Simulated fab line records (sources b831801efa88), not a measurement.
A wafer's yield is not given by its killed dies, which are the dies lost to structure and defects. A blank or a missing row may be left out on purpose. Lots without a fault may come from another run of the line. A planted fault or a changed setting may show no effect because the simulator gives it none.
A single fault, viewed from 2 desks + flow gf180mcu + numbers are kept per desk, each desk with only its own; the story behind them comes last

## AT THE TOOL OWNER'S DESK: rieDiel-04
The tool's own readings at GF_M5_ETCH_09 (etches Si3N4 in CF4/O2, target depth 52 nm, time 11.6 s): means of the sampled wafers that have a number, for each lot that ran on this tool. Marked OUT: a lot whose mean sits more than 4 standard deviations from the usual mean, which makes it out of limits; the brackets give that distance.
Columns: A = biasW at GF_M5_ETCH_09, usual 150.1 W; B = chamberPressureMTorr at GF_M5_ETCH_09, usual 149.99 mTorr; C = drypumpMotorCurrentA at GF_M5_ETCH_09, usual 5.6 A; D = oesProductAu at GF_M5_ETCH_09, usual 0.990 a.u.; E = throttleValvePct at GF_M5_ETCH_09, usual 5.968 %
| lot  | first seen here | A               | B      | C   | D     | E     |
|------|-----------------|-----------------|--------|-----|-------|-------|
| L736 | day 26 18:40    | 149.8           | 149.94 | 5.8 | 0.997 | 5.971 |
| L742 | day 28 19:38    | 149.9           | 149.95 | 5.8 | 0.998 | 5.973 |
| L743 | day 28 21:54    | 158.8 (+21) OUT | 149.99 | 5.8 | 1.010 | 5.974 |
| L744 | day 29 12:02    | 159.9 (+23) OUT | 149.97 | 5.9 | 1.018 | 5.982 |
| L748 | day 30 07:14    | 160.1 (+24) OUT | 150.00 | 6.1 | 1.016 | 5.984 |
This desk's verdict: out of limits on L743, L744, L748, starting with L743 at day 28 21:54 (biasW at GF_M5_ETCH_09). L736, L742 stayed within limits.

## FROM THE METROLOGY DESK
What the gauges read for every lot (on any tool): the sampled wafers with a number, averaged. Marked OUT: a lot whose mean sits more than 4 standard deviations from the usual mean, which makes it out of limits; the brackets give that distance.
Columns: A = M5_OVL at GF_M5_OVL_MEAS_08, usual 0 nm; B = V5_BOW at GF_V5_BOW_MEAS_05, usual 134 um
| lot  | first seen here | A  | B   |
|------|-----------------|----|-----|
| L735 | day 26 11:28    | -0 | 142 |
| L736 | day 26 18:38    | -0 | 128 |
| L737 | day 27 07:13    | -5 | 147 |
| L740 | day 28 12:37    | -0 | 137 |
| L742 | day 28 19:37    | -7 | 131 |
| L743 | day 28 21:53    | 2  | 143 |
| L744 | day 29 12:01    | -1 | 121 |
| L748 | day 30 07:13    | -4 | 137 |
| L753 | day 31 20:48    | 4  | 144 |
| L755 | day 32 06:34    | -6 | 123 |
| L756 | day 32 14:25    | 0  | 144 |
| L757 | day 32 19:35    | 4  | 124 |
This desk's verdict: no lot among the 12 shows anything out of limits.

## TAKEN TOGETHER
An alarm could have come from the tool owner's desk at day 28 21:54, on L743, L744, L748.
Nothing out of limits was seen by the metrology desk.
The metrology desk has L743, L744, L748 on record, within its limits.
Of the lots named, all ran GF_M5_ETCH_09 on rieDiel-04.

## WHAT HAD BEEN PUT IN BY THE SIMULATOR
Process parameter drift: rieDiel-04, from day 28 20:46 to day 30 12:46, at GF_M5_ETCH_09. The setting biasW was moved by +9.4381, starting from 150. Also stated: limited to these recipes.
Lots struck among those shown: L743, L744, L748.
How many hours passed from the start of the fault until each desk's first out-of-limits reading: the tool owner's desk, 1.
